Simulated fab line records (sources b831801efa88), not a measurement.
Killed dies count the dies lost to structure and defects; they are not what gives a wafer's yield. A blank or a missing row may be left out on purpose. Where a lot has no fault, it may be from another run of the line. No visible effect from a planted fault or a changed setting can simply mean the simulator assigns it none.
Shared-tool check :: flow gf180mcu :: 39 wafers sampled across 13 lots

THE REASON FOR OPENING IT
2 of 13 lots carry a flag on the reading NWELL_TW at GF_NWELL_TW_MEAS_11. Fault-free wafers read 1579, with a standard deviation of 18.
Rule: a lot gets a flag if all its wafers with a number sit over 4 standard deviations from that mean, or if no wafer of it has a number. As for the other lots, they are considered sound.

lot: L660
measured: day 4 01:32
on: film-metro-04
NWELL_TW, wafer by wafer: 1592 1594 1606
flag: 

lot: L662
measured: day 4 10:10
on: film-metro-04
NWELL_TW, wafer by wafer: 1592 1596 1588
flag: 

lot: L665
measured: day 5 03:17
on: film-metro-02
NWELL_TW, wafer by wafer: 1557 1543 1556
flag: 

lot: L666
measured: day 5 07:14
on: film-metro-02
NWELL_TW, wafer by wafer: 1566 1557 1558
flag: 

lot: L667
measured: day 5 14:53
on: film-metro-01
NWELL_TW, wafer by wafer: 1587 1586 1580
flag: 

lot: L669
measured: day 6 00:47
on: film-metro-04
NWELL_TW, wafer by wafer: 1761 1770 1765
flag: FLAGGED

lot: L670
measured: day 6 07:13
on: film-metro-01
NWELL_TW, wafer by wafer: 1756 1749 1754
flag: FLAGGED

lot: L671
measured: day 6 12:55
on: film-metro-01
NWELL_TW, wafer by wafer: 1583 1580 1588
flag: 

lot: L672
measured: day 6 17:38
on: film-metro-01
NWELL_TW, wafer by wafer: 1601 1588 1592
flag: 

lot: L674
measured: day 7 05:23
on: film-metro-02
NWELL_TW, wafer by wafer: 1560 1560 1566
flag: 

lot: L675
measured: day 7 09:33
on: film-metro-02
NWELL_TW, wafer by wafer: 1554 1560 1550
flag: 

lot: L678
measured: day 8 00:32
on: film-metro-01
NWELL_TW, wafer by wafer: 1591 1580 1592
flag: 

lot: L680
measured: day 8 15:22
on: film-metro-02
NWELL_TW, wafer by wafer: 1558 1552 1560
flag: 
The mean of the flagged lots' numbers is 1759, +180 from the usual (+10 standard deviations).

TOOL THAT RAN EACH LOT
The record keeps 1 process step preceding the reading, out of 602 steps on the route. Cell contents, in order: the tool; ch with the chambers the sampled wafers went through; the start.
lot: L660
flag: 
GF_NWELL_IMPLANT_08: implanter-01 ch 0, day 4 01:08

lot: L662
flag: 
GF_NWELL_IMPLANT_08: implanter-02 ch 0, day 4 09:46

lot: L665
flag: 
GF_NWELL_IMPLANT_08: implanter-04 ch 0, day 5 02:55

lot: L666
flag: 
GF_NWELL_IMPLANT_08: implanter-02 ch 0, day 5 06:50

lot: L667
flag: 
GF_NWELL_IMPLANT_08: implanter-01 ch 0, day 5 14:29

lot: L669
flag: FLAGGED
GF_NWELL_IMPLANT_08: implanter-01 ch 0, day 6 00:23

lot: L670
flag: FLAGGED
GF_NWELL_IMPLANT_08: implanter-01 ch 0, day 6 06:49

lot: L671
flag: 
GF_NWELL_IMPLANT_08: implanter-04 ch 0, day 6 12:31

lot: L672
flag: 
GF_NWELL_IMPLANT_08: implanter-04 ch 0, day 6 17:16

lot: L674
flag: 
GF_NWELL_IMPLANT_08: implanter-04 ch 0, day 7 04:59

lot: L675
flag: 
GF_NWELL_IMPLANT_08: implanter-02 ch 0, day 7 09:09

lot: L678
flag: 
GF_NWELL_IMPLANT_08: implanter-02 ch 0, day 8 00:10

lot: L680
flag: 
GF_NWELL_IMPLANT_08: implanter-04 ch 0, day 8 14:58
What is done by these steps:
- GF_NWELL_IMPLANT_08
- GF_NWELL_TW_MEAS_11

FLAGGED AGAINST TOTAL, ONE TOOL AT A TIME (gauges that did the reading follow at the end)
step: GF_NWELL_IMPLANT_08
tool: implanter-01
lots run: 4
flagged: 2
share of the flagged lots: all
sound lots run after its first flagged lot: 0

step: GF_NWELL_IMPLANT_08
tool: implanter-02
lots run: 4
flagged: 0
share of the flagged lots: none
sound lots run after its first flagged lot: -

step: GF_NWELL_IMPLANT_08
tool: implanter-04
lots run: 5
flagged: 0
share of the flagged lots: none
sound lots run after its first flagged lot: -

step: GF_NWELL_TW_MEAS_11
tool: film-metro-01
lots run: 5
flagged: 1
share of the flagged lots: some
sound lots run after its first flagged lot: 3 (L671,L672,L678)

step: GF_NWELL_TW_MEAS_11
tool: film-metro-02
lots run: 5
flagged: 0
share of the flagged lots: none
sound lots run after its first flagged lot: -

step: GF_NWELL_TW_MEAS_11
tool: film-metro-04
lots run: 3
flagged: 1
share of the flagged lots: some
sound lots run after its first flagged lot: 0

WHAT THE TABLE PERMITS
1 row of the table ran every flagged lot: implanter-01 at GF_NWELL_IMPLANT_08.
- implanter-01 at GF_NWELL_IMPLANT_08: 2 of its 4 lots flagged. Last sound lot L667 at day 5 14:29, first flagged lot L669 at day 6 00:23; a fault beginning in between fits. Its own readings lie more than 4 standard deviations out on every wafer of the flagged lots: tilt-deg.
What remains is a single tool, implanter-01 at GF_NWELL_IMPLANT_08.

WHAT THE SIMULATOR HAD PUT IN
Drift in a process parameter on implanter-01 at GF_NWELL_IMPLANT_08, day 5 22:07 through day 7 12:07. From 0, the setting tilt-deg moved by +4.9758. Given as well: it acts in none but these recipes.
Struck lots among those shown: L669, L670. Same finding as the rule above.
